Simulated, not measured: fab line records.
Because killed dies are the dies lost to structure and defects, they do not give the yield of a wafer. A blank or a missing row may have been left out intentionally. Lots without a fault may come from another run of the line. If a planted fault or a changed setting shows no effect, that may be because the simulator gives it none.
fab line records	flow sky130
[record] lots = 7	wafers = 21	lastDay = 50
route steps=708 shown PWDE@52 NWELL@56 PAD_OPEN@708
lots with no fault: from the same line, run without faults
startH: hours from the record's first day to the start of the lot's first wafer shown	waitH: time in hours since the lot's previous step	" same as the row above	L1.1+2: a single row standing in for several wafers	- no value, or no start given	* or withheld: withheld	< > ~ a bound
route shown NAME@n: a module of which the file shows steps, and the number in the route of the first	usual: mean and standard deviation over wafers with no fault	same: alike in all rows	chamber/n: place in a boat	sites: each site's reading	_std_site: their standard deviation	_edge_site: mean of outer sites minus mean of inner sites	radiusMm: how far each site lies from the wafer's centre	mask NAME#n: copy n	behind: the tool/chamber that last shaped the wafer	hold: reason for holding the lot/hours on hold/outcome of the hold	device: names the non-switching transistor (n, p or np)	end of line: tests of these same wafers at the route's end	for a step that has no rows: nothing shown but its recipe	killed: the dies lost at the first sort to structure and to defects; this is not the yield of the wafer	map: shows each die of a wafer: x if killed, . if not, _ if none is there
set.NAME: the run value of the setting; set.NAME@STEP: its run value at that earlier step	model.NAME: the simulator's own value behind a step, which no gauge read
a table for each step, a row for each wafer; lots at some steps of the route
services: the hour from which a tool's chamber was out of use, counted from the record's first day as startH (under 0 if before that day), plus the number of hours and why
[[steps]]
[step SKY_PWDE_OVL_MEAS_07]
[usual] PWDE_OVL = 0.7/1.5
lot.wafer	tool	chamber	startH	waitH	PWDE_OVL[nm]
L491.1	overlay-01	-	86.68	-	-2.8
L491.4	"	-	"	"	-2.8
L491.5	"	-	"	"	-3.3
L493.3	overlay-02	-	96.20	-	1.6
L493.5	"	-	"	"	1.6
L493.6	"	-	"	"	2.1
L496.1	overlay-01	-	115.04	-	-0.9
L496.3	"	-	"	"	0.9
L496.4	"	-	"	"	1.0
L505.2	overlay-01	-	163.30	-	1.9
L505.3	"	-	"	"	0.5
L505.4	"	-	"	"	2.0
L506.1	overlay-02	-	168.03	-	-1.1
L506.2	"	-	"	"	1.2
L506.3	"	-	"	"	0.0
L507.3	overlay-01	-	173.55	-	1.6
L507.4	"	-	"	"	0.4
L507.5	"	-	"	"	0.3
L511.4	overlay-02	-	201.20	-	2.2
L511.5	"	-	"	"	0.4
L511.6	"	-	"	"	-0.1
[step SKY_PWDE_IMPLANT_08]
[recipe] species = B	energyKev = 150	doseCm2 = 3.6e+12	tiltDeg = withheld
[step SKY_PWDE_STRIP_09]
[recipe] chemistry = O2/N2	powerW = 1400	pressureMtorr = 1500	platenTempC = withheld	o2FlowSccm = 3000	n2FlowSccm = 300	overashFraction = 0.5
[usual] drypumpMotorCurrentA = 6.0/0.52	oesProductAu = 0.722/0.0048	stripTimeToEndpointS = 36.94/0.09
lot.wafer	tool	chamber	startH	waitH	drypumpMotorCurrentA	oesProductAu	rfHoursCounterH	stripTimeToEndpointS
L491.1	plasmaAsher-01	1	86.87	0.1	6.1	0.722	36	36.86
L491.4	"	0	"	"	5.5	0.720	-	36.92
L491.5	"	0	"	"	5.5	0.721	-	36.97
L493.3	plasmaAsher-04	0	96.41	0.1	6.2	0.719	-	36.93
L493.5	"	1	"	"	6.7	0.727	-	36.92
L493.6	"	0	"	"	6.2	0.727	-	36.92
L496.1	plasmaAsher-04	1	115.22	0.1	6.7	0.717	44	36.84
L496.3	"	1	"	"	6.7	0.731	-	36.91
L496.4	"	0	"	"	6.2	0.726	-	36.89
L505.2	plasmaAsher-01	1	163.48	0.1	6.1	0.725	4	36.98
L505.3	"	1	"	"	6.1	0.729	-	37.03
L505.4	"	0	"	"	5.5	0.718	-	36.99
L506.1	plasmaAsher-01	1	168.22	0.1	6.1	0.713	5	36.93
L506.2	"	0	"	"	5.5	0.738	5	36.96
L506.3	"	1	"	"	6.1	0.735	-	36.89
L507.3	plasmaAsher-04	1	173.76	0.1	6.7	0.725	-	36.99
L507.4	"	0	"	"	6.2	0.727	-	37.11
L507.5	"	1	"	"	6.7	0.718	-	37.00
L511.4	plasmaAsher-03	1	201.40	0.1	6.3	0.716	-	37.03
L511.5	"	1	"	"	6.3	0.724	-	36.95
L511.6	"	0	"	"	5.2	0.712	-	37.07
[step SKY_PWDE_TW_MEAS_10]
[usual] PWDE_TW = 375.2/2.3
lot.wafer	tool	chamber	startH	waitH	PWDE_TW
L491.1	filmMetro-02	-	86.97	0.1	376.4
L491.4	"	-	"	"	376.8
L491.5	"	-	"	"	377.5
L493.3	filmMetro-01	-	96.49	0.1	373.1
L493.5	"	-	"	"	373.7
L493.6	"	-	"	"	374.1
L496.1	filmMetro-04	-	115.32	0.1	382.7
L496.3	"	-	"	"	379.8
L496.4	"	-	"	"	377.9
L505.2	filmMetro-04	-	163.59	0.1	378.8
L505.3	"	-	"	"	378.3
L505.4	"	-	"	"	379.7
L506.1	filmMetro-01	-	168.32	0.1	373.7
L506.2	"	-	"	"	373.9
L506.3	"	-	"	"	375.2
L507.3	filmMetro-02	-	173.84	0.1	374.2
L507.4	"	-	"	"	376.2
L507.5	"	-	"	"	376.7
L511.4	filmMetro-01	-	201.50	0.1	373.6
L511.5	"	-	"	"	374.8
L511.6	"	-	"	"	377.3
[step SKY_NWELL_DEHYDRATE_03]
[recipe] tempC = 200	timeS = 60
[step SKY_NWELL_HMDS_04]
[recipe] primeTimeS = 60	primeTempC = 120
[step SKY_NWELL_COAT_05]
[recipe] spinRpm = 2000	resistThkNm = 3000
[step SKY_NWELL_SOFTBAKE_06]
[recipe] tempC = 110	timeS = withheld
[step SKY_NWELL_EXPOSE_07]
[recipe] maskId = NWM	na = 0.6	sourceShape = conventional	sigmaOuter = 0.6	polarization = unpolarized	targetCdNm = 840	doseMj = 255
[step SKY_NWELL_PEB_08]
[recipe] tempC = 115	timeS = withheld
[step SKY_NWELL_DEVELOP_09]
[recipe] wallAngleDeg = 90	developer = TMAH	developTimeS = 60	devTempC = 23
[step SKY_NWELL_OVL_MEAS_10]
[usual] NWELL_00_OVL = -0.1/1.2
lot.wafer	tool	chamber	startH	waitH	NWELL_00_OVL[nm]
L491.1	overlay-01	-	104.98	-	-1.6
L491.4	"	-	"	"	-0.3
L491.5	"	-	"	"	-0.3
L493.3	overlay-02	-	115.44	-	-0.1
L493.5	"	-	"	"	-1.3
L493.6	"	-	"	"	0.8
L496.1	overlay-02	-	133.69	-	-0.4
L496.3	"	-	"	"	-1.0
L496.4	"	-	"	"	-1.3
L505.2	overlay-01	-	184.78	-	0.0
L505.3	"	-	"	"	1.1
L505.4	"	-	"	"	-0.7
L506.1	overlay-02	-	189.03	-	-1.2
L506.2	"	-	"	"	-0.4
L506.3	"	-	"	"	-1.1
L507.3	overlay-02	-	194.79	-	1.5
L507.4	"	-	"	"	1.2
L507.5	"	-	"	"	1.2
L511.4	overlay-02	-	221.66	-	-1.8
L511.5	"	-	"	"	-2.7
L511.6	"	-	"	"	0.4
[step SKY_NWELL_IMPLANT_11]
[recipe] species = P	energyKev = 400	doseCm2 = 1.9e+13	tiltDeg = withheld
[usual] beamEnergyKeV = 400.00/0.12	endStationPressureTorr = 5.07e-06/2.7e-07
lot.wafer	tool	chamber	startH	waitH	beamEnergyKeV	endStationPressureTorr	model.implant.rpNm	model.implant.drpNm
L491.1	implanter-04	0	105.01	0.0	400.16	4.98e-06	507.5	116.9
L491.4	"	0	"	"	400.00	5.04e-06	507.5	116.9
L491.5	"	0	"	"	400.04	5.24e-06	507.5	116.9
L493.3	implanter-04	0	115.52	0.1	400.10	5.42e-06	489.9	116.9
L493.5	"	0	"	"	399.91	5.18e-06	489.9	116.9
L493.6	"	0	"	"	399.96	4.49e-06	489.9	116.9
L496.1	implanter-03	0	133.73	0.0	399.98	5.54e-06	487.7	116.9
L496.3	"	0	"	"	399.77	5.11e-06	487.7	116.9
L496.4	"	0	"	"	400.09	4.87e-06	487.7	116.9
L505.2	implanter-04	0	184.84	0.0	345.14	4.8e-06	443.3	108.1
L505.3	"	0	"	"	345.28	4.98e-06	443.3	108.1
L505.4	"	0	"	"	345.24	4.95e-06	443.3	108.1
L506.1	implanter-04	0	189.07	0.0	345.19	5.4e-06	429.7	108.1
L506.2	"	0	"	"	345.15	5.54e-06	429.7	108.1
L506.3	"	0	"	"	345.19	4.92e-06	429.7	108.1
L507.3	implanter-04	0	194.87	0.1	345.15	4.64e-06	433.4	108.1
L507.4	"	0	"	"	345.36	4.84e-06	433.4	108.1
L507.5	"	0	"	"	345.18	4.87e-06	433.4	108.1
L511.4	implanter-01	0	221.75	0.1	400.01	5.06e-06	491.1	116.9
L511.5	"	0	"	"	400.06	5.2e-06	491.1	116.9
L511.6	"	0	"	"	399.90	5.01e-06	491.1	116.9
[step SKY_NWELL_IMPLANT_12]
[recipe] species = P	energyKev = 119.1	doseCm2 = 1.3e+12	tiltDeg = withheld
[step SKY_NWELL_IMPLANT_13]
[recipe] species = P	energyKev = 50	doseCm2 = 7e+11	tiltDeg = withheld
[step SKY_NWELL_STRIP_14]
[recipe] chemistry = O2/N2	powerW = 1400	pressureMtorr = 1500	platenTempC = withheld	o2FlowSccm = 3000	n2FlowSccm = 300	overashFraction = 0.5
[usual] drypumpMotorCurrentA = 6.0/0.39	oesProductAu = 0.722/0.0049	stripTimeToEndpointS = 36.92/0.09
lot.wafer	tool	chamber	startH	waitH	drypumpMotorCurrentA	oesProductAu	rfHoursCounterH	stripTimeToEndpointS
L491.1	plasmaAsher-02	0	105.46	0.1	5.6	0.728	43	36.90
L491.4	"	1	"	"	5.9	0.720	-	36.79
L491.5	"	0	"	"	5.6	0.720	-	36.95
L493.3	plasmaAsher-02	1	115.95	0.1	5.9	0.725	-	36.99
L493.5	"	1	"	"	5.9	0.717	-	36.94
L493.6	"	0	"	"	5.6	0.719	-	36.96
L496.1	plasmaAsher-02	0	134.18	0.1	5.5	0.727	45	36.83
L496.3	"	1	"	"	5.9	0.718	-	36.87
L496.4	"	0	"	"	5.6	0.724	-	36.87
L505.2	plasmaAsher-04	0	185.26	0.1	6.2	0.713	51	36.95
L505.3	"	1	"	"	6.7	0.725	-	36.92
L505.4	"	0	"	"	6.2	0.723	-	36.96
L506.1	plasmaAsher-02	0	189.52	0.1	5.6	0.721	51	36.92
L506.2	"	1	"	"	5.8	0.725	51	36.93
L506.3	"	1	"	"	5.8	0.727	-	36.87
L507.3	plasmaAsher-04	1	195.30	0.1	6.7	0.724	-	37.02
L507.4	"	0	"	"	6.2	0.722	-	36.94
L507.5	"	1	"	"	6.7	0.722	-	36.93
L511.4	plasmaAsher-01	1	222.16	0.1	6.1	0.723	-	36.89
L511.5	"	0	"	"	5.5	0.714	-	36.85
L511.6	"	1	"	"	6.1	0.723	-	36.90
[step SKY_NWELL_TW_MEAS_15]
[usual] NWELL_TW = 1826/11
lot.wafer	tool	chamber	startH	waitH	NWELL_TW
L491.1	filmMetro-02	-	105.56	0.1	1825
L491.4	"	-	"	"	1811
L491.5	"	-	"	"	1830
L493.3	filmMetro-04	-	116.04	0.1	1847
L493.5	"	-	"	"	1852
L493.6	"	-	"	"	1846
L496.1	filmMetro-01	-	134.28	0.1	1817
L496.3	"	-	"	"	1820
L496.4	"	-	"	"	1817
L505.2	filmMetro-02	-	185.37	0.1	1796
L505.3	"	-	"	"	1793
L505.4	"	-	"	"	1797
L506.1	filmMetro-04	-	189.63	0.1	1806
L506.2	"	-	"	"	1809
L506.3	"	-	"	"	1809
L507.3	filmMetro-01	-	195.39	0.1	1783
L507.4	"	-	"	"	1797
L507.5	"	-	"	"	1795
L511.4	filmMetro-01	-	222.26	0.1	1829
L511.5	"	-	"	"	1837
L511.6	"	-	"	"	1823
[step SKY_NWELL_DEHYDRATE_16]
[recipe] tempC = 200	timeS = 60
[step SKY_NWELL_HMDS_17]
[recipe] primeTimeS = 60	primeTempC = 120
[step SKY_NWELL_COAT_18]
[recipe] spinRpm = 2000	resistThkNm = 3000
[step SKY_NWELL_SOFTBAKE_19]
[recipe] tempC = 110	timeS = withheld
[step SKY_NWELL_EXPOSE_20]
[recipe] maskId = NWM_COMPLEMENT	na = 0.6	sourceShape = conventional	sigmaOuter = 0.6	polarization = unpolarized	targetCdNm = 840	doseMj = 260
[step SKY_NWELL_PEB_21]
[recipe] tempC = 115	timeS = withheld
[step SKY_NWELL_DEVELOP_22]
[recipe] wallAngleDeg = 90	developer = TMAH	developTimeS = 60	devTempC = 23
[step SKY_NWELL_OVL_MEAS_23]
[usual] NWELL_01_OVL = -0.6/1.4
lot.wafer	tool	chamber	startH	waitH	NWELL_01_OVL[nm]
L491.1	overlay-01	-	124.18	-	-0.1
L491.4	"	-	"	"	-0.4
L491.5	"	-	"	"	-0.4
L493.3	overlay-02	-	135.24	-	-0.3
L493.5	"	-	"	"	0.1
L493.6	"	-	"	"	-0.5
L496.1	overlay-01	-	153.53	-	1.2
L496.3	"	-	"	"	-0.3
L496.4	"	-	"	"	-0.9
L505.2	overlay-02	-	206.55	-	-1.8
L505.3	"	-	"	"	1.3
L505.4	"	-	"	"	0.0
L506.1	overlay-01	-	210.00	-	-2.0
L506.2	"	-	"	"	-2.9
L506.3	"	-	"	"	-3.2
L507.3	overlay-02	-	217.09	-	-3.0
L507.4	"	-	"	"	-2.9
L507.5	"	-	"	"	-2.2
L511.4	overlay-01	-	243.34	-	-0.1
L511.5	"	-	"	"	0.4
L511.6	"	-	"	"	-0.6
[step SKY_NWELL_IMPLANT_24]
[recipe] species = B	energyKev = 140	doseCm2 = 9.292e+12	tiltDeg = withheld
[step SKY_NWELL_STRIP_25]
[recipe] chemistry = O2/N2	powerW = 1400	pressureMtorr = 1500	platenTempC = withheld	o2FlowSccm = 3000	n2FlowSccm = 300	overashFraction = 0.5
[usual] drypumpMotorCurrentA = 6.0/0.4	oesProductAu = 0.723/0.0049	stripTimeToEndpointS = 36.92/0.12
lot.wafer	tool	chamber	startH	waitH	drypumpMotorCurrentA	oesProductAu	rfHoursCounterH	stripTimeToEndpointS
L491.1	plasmaAsher-01	1	124.37	0.1	6.1	0.726	1	36.80
L491.4	"	0	"	"	5.5	0.717	-	36.76
L491.5	"	1	"	"	6.1	0.727	-	36.72
L493.3	plasmaAsher-01	1	135.45	0.1	6.0	0.719	-	36.90
L493.5	"	0	"	"	5.5	0.718	-	36.99
L493.6	"	1	"	"	6.1	0.726	-	37.02
L496.1	plasmaAsher-02	0	153.71	0.1	5.6	0.720	47	36.93
L496.3	"	1	"	"	5.8	0.721	-	36.94
L496.4	"	0	"	"	5.6	0.719	-	36.90
L505.2	plasmaAsher-02	0	206.73	0.1	5.6	0.726	53	36.78
L505.3	"	0	"	"	5.6	0.717	-	36.90
L505.4	"	1	"	"	5.8	0.726	-	36.91
L506.1	plasmaAsher-02	0	210.18	0.1	5.6	0.726	53	37.09
L506.2	"	1	"	"	5.9	0.728	53	36.91
L506.3	"	1	"	"	5.9	0.723	-	36.98
L507.3	plasmaAsher-01	1	217.30	0.1	6.2	0.716	-	36.80
L507.4	"	0	"	"	5.5	0.727	-	36.95
L507.5	"	0	"	"	5.5	0.718	-	36.95
L511.4	plasmaAsher-04	0	243.54	0.1	6.3	0.726	-	36.84
L511.5	"	0	"	"	6.2	0.719	-	36.79
L511.6	"	1	"	"	6.7	0.725	-	36.74
[step SKY_NWELL_TW_MEAS_26]
[usual] NWELL_2_TW = 501.2/2.6
lot.wafer	tool	chamber	startH	waitH	NWELL_2_TW
L491.1	filmMetro-02	-	124.47	0.1	499.2
L491.4	"	-	"	"	501.4
L491.5	"	-	"	"	499.2
L493.3	filmMetro-04	-	135.53	0.1	501.6
L493.5	"	-	"	"	504.0
L493.6	"	-	"	"	500.3
L496.1	filmMetro-04	-	153.81	0.1	505.8
L496.3	"	-	"	"	503.5
L496.4	"	-	"	"	507.0
L505.2	filmMetro-02	-	206.84	0.1	497.7
L505.3	"	-	"	"	499.9
L505.4	"	-	"	"	497.2
L506.1	filmMetro-04	-	210.28	0.1	505.3
L506.2	"	-	"	"	502.5
L506.3	"	-	"	"	499.0
L507.3	filmMetro-01	-	217.38	0.1	501.2
L507.4	"	-	"	"	501.4
L507.5	"	-	"	"	501.0
L511.4	filmMetro-01	-	243.64	0.1	496.7
L511.5	"	-	"	"	498.8
L511.6	"	-	"	"	501.4
[step SKY_NWELL_CLEAN_27]
[recipe] chemistry = SC1/SC2	mix = 1:4:20	tempC = 70	timeS = 150	dry = n2Spin
[step SKY_NWELL_RTA_28]
[recipe] tempC = 1050	timeS = 30	idleTempC = 650	rampUpCPerS = 150	rampDownCPerS = 90	ambient = N2
[usual] lampPowerPct = 25.30/0.054	rampDownCPerS = 90.000/0.019	wafer_temp_C_max = 1054.9/0.92
lot.wafer	tool	chamber	startH	waitH	lampPowerPct	rampDownCPerS	wafer_temp_C_max
L491.1	rtpAnneal-01	0	124.58	0.0	25.33	90.046	1053.9
L491.4	"	0	"	"	25.29	89.987	1054.4
L491.5	"	0	"	"	25.32	90.020	1053.5
L493.3	rtpAnneal-02	0	135.66	0.0	25.22	89.983	1055.0
L493.5	"	0	"	"	25.34	89.998	1054.2
L493.6	"	0	"	"	25.23	90.005	1054.9
L496.1	rtpAnneal-02	0	153.92	0.0	25.21	90.011	1054.6
L496.3	"	0	"	"	25.29	89.989	1054.6
L496.4	"	0	"	"	25.27	90.026	1054.0
L505.2	rtpAnneal-02	0	206.95	0.0	25.31	90.006	1053.7
L505.3	"	0	"	"	25.35	90.005	1054.0
L505.4	"	0	"	"	25.28	90.005	1053.7
L506.1	rtpAnneal-02	0	210.39	0.0	25.29	90.005	1055.3
L506.2	"	0	"	"	25.27	89.994	1053.4
L506.3	"	0	"	"	25.31	89.971	1054.9
L507.3	rtpAnneal-01	0	217.51	0.0	25.33	90.003	1056.8
L507.4	"	0	"	"	25.25	89.972	1054.0
L507.5	"	0	"	"	25.31	89.982	1054.4
L511.4	rtpAnneal-02	0	243.77	0.1	25.27	90.021	1054.7
L511.5	"	0	"	"	25.29	89.987	1055.0
L511.6	"	0	"	"	25.27	90.027	1056.0
[step SKY_NWELL_RS_MEAS_29]
[recipe] thkMeasGauge = four-point-probe
[usual] NWELL_RS = 624.9/1.3
lot.wafer	tool	chamber	startH	waitH	NWELL_RS[ohm/sq]
L491.1	filmMetro-01	-	124.68	0.1	626.3
L491.4	"	-	"	"	626.0
L491.5	"	-	"	"	626.5
L493.3	filmMetro-04	-	135.76	0.1	622.1
L493.5	"	-	"	"	624.2
L493.6	"	-	"	"	623.7
L496.1	filmMetro-01	-	154.02	0.1	624.9
L496.3	"	-	"	"	625.8
L496.4	"	-	"	"	625.7
L505.2	filmMetro-01	-	207.06	0.1	647.0
L505.3	"	-	"	"	646.5
L505.4	"	-	"	"	649.3
L506.1	filmMetro-04	-	210.49	0.1	650.2
L506.2	"	-	"	"	646.8
L506.3	"	-	"	"	649.6
L507.3	filmMetro-04	-	217.61	0.1	648.6
L507.4	"	-	"	"	645.9
L507.5	"	-	"	"	646.9
L511.4	filmMetro-04	-	243.88	0.1	625.6
L511.5	"	-	"	"	624.9
L511.6	"	-	"	"	625.2
[step SKY_PAD_OPEN_PROBE_99]
[usual] killed_at_M0_to_M3 = 43/7.7	killed_at_M4_up = 2.9/1.7	killedAtContacts = 24/5.5	killedAtFrontEnd = 15/4	killedAtOther = 0.4/0.66	killedDies = 86/9.4	killedOpen = 47/6.7	killedShort = 38/6.2
[same] grossDies = 492	killedAtBackSide = 0
lot.wafer	tool	chamber	startH	waitH	killed_at_M0_to_M3	killed_at_M4_up	killedAtContacts	killedAtFrontEnd	killedAtOther	killedDies	killedOpen	killedShort	model.etest.pfet_16v.rOnOhmUm	model.etest.resNwell.lineOhmUm	model.etest.resNwell.rsOhmSq	model.etest.pfetG5v0d10v5.rOnOhmUm	model.etest.tip_p_5v.rsOhmSq	model.etest.tipP.rsOhmSq	model.etest.resNwell.widthNm	model.etest.resIsoPwell.widthNm
L491.1	prober-01	-	1094.45	0.1	43	5	37	17	1	103	48	54	1.573e+04	1107	938.7	4789	2778	6901	852.7	2628
L491.4	prober-01	-	1094.60	0.2	33	4	23	17	0	77	41	36	1.576e+04	1113	942.7	4851	2793	6894	853	2631
L491.5	prober-01	-	1094.65	0.2	41	2	15	14	0	72	40	31	1.503e+04	1058	891.8	4933	2790	6864	843.9	2651
L493.3	prober-01	-	1105.76	0.2	57	5	13	12	0	87	52	35	1.479e+04	1127	945.9	4683	2790	6860	834.6	2658
L493.5	prober-01	-	1105.86	0.2	40	3	27	18	2	90	54	36	1.555e+04	1198	1007	4801	2789	6936	833.3	2639
L493.6	prober-01	-	1105.91	0.2	34	4	23	27	0	88	46	41	1.494e+04	1144	946.1	4698	2789	6879	836.8	2654
L496.1	prober-02	-	1131.25	0.1	35	5	27	12	0	79	42	37	1.522e+04	1177	970.7	4721	2830	6780	835.3	2636
L496.3	prober-02	-	1131.35	0.2	45	4	25	20	0	94	51	42	1.536e+04	1174	974.8	4744	2860	6820	835.1	2650
L496.4	prober-02	-	1131.40	0.2	45	2	26	11	0	84	52	32	1.574e+04	1202	1001	4740	2860	6848	836.3	2644
L506.1	prober-02	-	1172.45	0.1	43	1	29	13	0	86	48	38	1.587e+04	1652	1305	4988	3029	7049	796.7	2686
L506.2	prober-02	-	1172.50	0.1	48	2	21	10	1	82	46	35	1.601e+04	1670	1336	5019	3002	6971	794	2683
L506.3	prober-02	-	1172.55	0.2	60	1	15	12	2	90	45	44	1.627e+04	1714	1372	5039	2989	7021	794.9	2676
L507.3	prober-01	-	1177.12	0.2	39	3	17	12	0	71	31	39	1.591e+04	1635	1332	4901	2933	6879	819.4	2679
L507.4	prober-01	-	1177.17	0.2	53	1	25	16	1	96	47	48	1.569e+04	1603	1328	4862	2968	6838	817.5	2662
L507.5	prober-01	-	1177.22	0.2	36	4	21	16	0	77	44	33	1.601e+04	1616	1330	4869	2973	6900	816.8	2666
L511.4	prober-01	-	1200.41	0.2	47	4	26	11	2	90	47	43	1.477e+04	1114	939.2	4707	2814	6903	831.1	2661
L511.5	prober-01	-	1200.46	0.2	31	3	20	9	1	64	42	22	1.5e+04	1145	949	4743	2818	6834	831.4	2640
L511.6	prober-01	-	1200.51	0.2	51	4	20	13	2	90	51	39	1.477e+04	1140	942.3	4668	2808	6875	829.4	2651
// killed by level:class
L491.1 CONTACT:geometricParticle:open=14 METAL2:geometricParticle:short=9 LI_CONTACT:geometricParticle:open=9 VIA1:geometricParticle:open=9 METAL1:geometricParticle:short=8 CONTACT:geometricParticle:short=7 VIA3:geometricParticle:short=5 METAL4:geometricParticle:short=5
L491.4 CONTACT:geometricParticle:open=10 METAL1:geometricParticle:short=8 FIELD_ISO:geometricParticle:short=6 LI_CONTACT:geometricParticle:open=6 VIA1:geometricParticle:open=5 VIA3:geometricParticle:open=5 POLY_GATE:geometricParticle:open=4 LI_CONTACT:geometricParticle:short=3
L491.5 VIA1:geometricParticle:open=9 LI_CONTACT:geometricParticle:open=6 VIA1:geometricParticle:short=6 VIA3:geometricParticle:open=6 FIELD_ISO:geometricParticle:open=4 CONTACT:geometricParticle:open=4 VIA2:geometricParticle:open=4 METAL3:geometricParticle:short=4
L493.3 VIA1:geometricParticle:open=16 VIA3:geometricParticle:open=9 VIA2:geometricParticle:open=7 LOCAL_INTERCONNECT:geometricParticle:short=5 VIA1:geometricParticle:short=5 FIELD_ISO:geometricParticle:open=4 POLY_GATE:geometricParticle:open=4 METAL2:geometricParticle:short=4
L493.5 VIA1:geometricParticle:open=14 CONTACT:geometricParticle:open=9 VIA2:geometricParticle:open=8 POLY_GATE:geometricParticle:open=6 LOCAL_INTERCONNECT:geometricParticle:short=6 VIA3:geometricParticle:open=6 POLY_GATE:geometricParticle:short=5 FIELD_ISO:geometricParticle:open=4
L493.6 CONTACT:geometricParticle:open=12 FIELD_ISO:geometricParticle:open=9 VIA3:geometricParticle:open=8 POLY_GATE:geometricParticle:short=6 VIA1:geometricParticle:short=6 VIA1:geometricParticle:open=6 FIELD_ISO:geometricParticle:short=5 POLY_GATE:geometricParticle:open=5
L496.1 CONTACT:geometricParticle:open=12 LI_CONTACT:geometricParticle:open=5 VIA2:geometricParticle:open=5 VIA3:geometricParticle:open=5 POLY_GATE:geometricParticle:short=4 LOCAL_INTERCONNECT:geometricParticle:short=4 METAL1:geometricParticle:short=4 VIA1:geometricParticle:open=4
L496.3 VIA1:geometricParticle:open=12 VIA2:geometricParticle:open=8 CONTACT:geometricParticle:open=6 LI_CONTACT:geometricParticle:open=5 FIELD_ISO:geometricParticle:open=5 LOCAL_INTERCONNECT:geometricParticle:short=5 LI_CONTACT:geometricParticle:short=5 VIA1:geometricParticle:short=5
L496.4 VIA1:geometricParticle:open=14 LI_CONTACT:geometricParticle:open=12 CONTACT:geometricParticle:open=8 METAL2:geometricParticle:short=6 VIA2:geometricParticle:open=5 VIA3:geometricParticle:short=5 FIELD_ISO:geometricParticle:short=4 VIA3:geometricParticle:open=4
L506.1 VIA1:geometricParticle:open=14 LI_CONTACT:geometricParticle:open=10 CONTACT:geometricParticle:short=8 CONTACT:geometricParticle:open=6 VIA2:geometricParticle:open=6 FIELD_ISO:geometricParticle:open=5 METAL2:geometricParticle:short=5 POLY_GATE:geometricParticle:short=4
L506.2 VIA1:geometricParticle:open=16 VIA1:geometricParticle:short=7 LI_CONTACT:geometricParticle:open=6 CONTACT:geometricParticle:open=6 METAL1:geometricParticle:short=5 METAL2:geometricParticle:short=5 VIA2:geometricParticle:open=4 VIA3:geometricParticle:short=4
L506.3 VIA2:geometricParticle:open=10 METAL2:geometricParticle:short=8 VIA3:geometricParticle:open=7 METAL1:geometricParticle:short=7 VIA1:geometricParticle:short=6 CONTACT:geometricParticle:open=6 VIA1:geometricParticle:open=6 POLY_GATE:geometricParticle:short=5
L507.3 VIA2:geometricParticle:open=8 METAL1:geometricParticle:short=7 VIA2:geometricParticle:short=6 LOCAL_INTERCONNECT:geometricParticle:short=5 VIA1:geometricParticle:open=4 CONTACT:geometricParticle:open=4 METAL1:geometricParticle:open=4 FIELD_ISO:geometricParticle:short=3
L507.4 VIA2:geometricParticle:open=10 VIA1:geometricParticle:open=9 METAL1:geometricParticle:short=8 LI_CONTACT:geometricParticle:open=8 CONTACT:geometricParticle:short=7 CONTACT:geometricParticle:open=6 FIELD_ISO:geometricParticle:short=5 VIA1:geometricParticle:short=5
L507.5 CONTACT:geometricParticle:open=11 LI_CONTACT:geometricParticle:open=7 VIA1:geometricParticle:open=7 METAL1:geometricParticle:short=6 FIELD_ISO:geometricParticle:open=4 FIELD_ISO:geometricParticle:short=4 POLY_GATE:geometricParticle:open=4 METAL4:geometricParticle:short=4
L511.4 CONTACT:geometricParticle:open=11 VIA2:geometricParticle:open=8 METAL2:geometricParticle:short=7 VIA3:geometricParticle:open=7 LOCAL_INTERCONNECT:geometricParticle:short=5 VIA1:geometricParticle:open=5 LI_CONTACT:geometricParticle:open=4 CONTACT:geometricParticle:short=4
L511.5 VIA1:geometricParticle:open=13 LI_CONTACT:geometricParticle:open=7 CONTACT:geometricParticle:open=6 VIA2:geometricParticle:open=6 CONTACT:geometricParticle:short=4 FIELD_ISO:geometricParticle:open=3 POLY_GATE:geometricParticle:short=3 METAL1:geometricParticle:short=3
L511.6 VIA1:geometricParticle:open=10 VIA2:geometricParticle:open=9 METAL1:geometricParticle:short=9 CONTACT:geometricParticle:open=8 METAL2:geometricParticle:short=7 LI_CONTACT:geometricParticle:open=5 VIA3:geometricParticle:open=5 FIELD_ISO:geometricParticle:open=4
[[services]]
tool	chamber	startH	hours	kind
implanter-03	-	75.70	9.5	repair
implanter-03	-	92.96	6.5	repair
plasmaAsher-01	-	98.40	7.9	repair
plasmaAsher-04	-	106.46	3.0	repair
plasmaAsher-01	-	108.75	9.0	pm
plasmaAsher-01	0	108.75	9.0	ventCycle
plasmaAsher-01	1	108.75	9.0	ventCycle
plasmaAsher-02	-	110.00	3.7	repair
plasmaAsher-01	0	117.75	-	clean
plasmaAsher-01	1	117.75	-	clean
implanter-01	-	129.07	2.6	repair
plasmaAsher-01	-	144.53	1.3	repair
implanter-03	-	166.84	2.1	repair
plasmaAsher-03	-	179.08	1.6	repair
implanter-03	-	190.77	5.8	pm
plasmaAsher-04	-	219.28	1.8	repair
plasmaAsher-02	-	220.40	2.8	pm
implanter-01	-	233.90	2.8	pm
implanter-04	-	241.78	3.6	repair
[[key]]
[firstSign] step = SKY_NWELL_IMPLANT_11	reading = beamEnergyKeV	direction = down	sigmas = 99+	usual = *	struck = *
[effect] step = SKY_NWELL_TW_MEAS_15	reading = NWELL_TW	direction = down	sigmas = 2.6	usual = 1826	struck = 1798
[effect] step = SKY_NWELL_RS_MEAS_29	reading = NWELL_RS	direction = up	sigmas = 17	usual = 624.9	struck = 647.9
[modelEffect] step = SKY_NWELL_IMPLANT_11	value = implant.rpNm	without = 497.8	struck = 435.5
[modelEffect] step = SKY_PAD_OPEN_PROBE_99	value = etest.pfet_16v.rOnOhmUm	without = 1.52e+04	struck = 1.596e+04
metAt SKY_NWELL_IMPLANT_11
struckWafers L505.2,L505.3,L505.4,L506.1,L506.2,L506.3,L507.3,L507.4,L507.5
rowsEnd L505.2,L505.3,L505.4
testerLeftOut L506,L507
onsetBetween 115.52 184.84
[fault] kind = processParameterDrift	tool = implanter-04	chamber = -	onsetH = 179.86	steps = SKY_NWELL_IMPLANT_11	channel = energyKev	offset = *	shape = step	endH = 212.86	actsIn = *	stated = *
// testerLeftOut: of these lots the tester's yield and bins aren't shown, on N5 and GAA mostly nor the transistor test; their killed dies are dies lost to structure and defects alone, not to doping, threshold or leakage, so they don't give the yield
// rowsEnd: these wafers met a further fault down the route, and their rows from its step on are left out
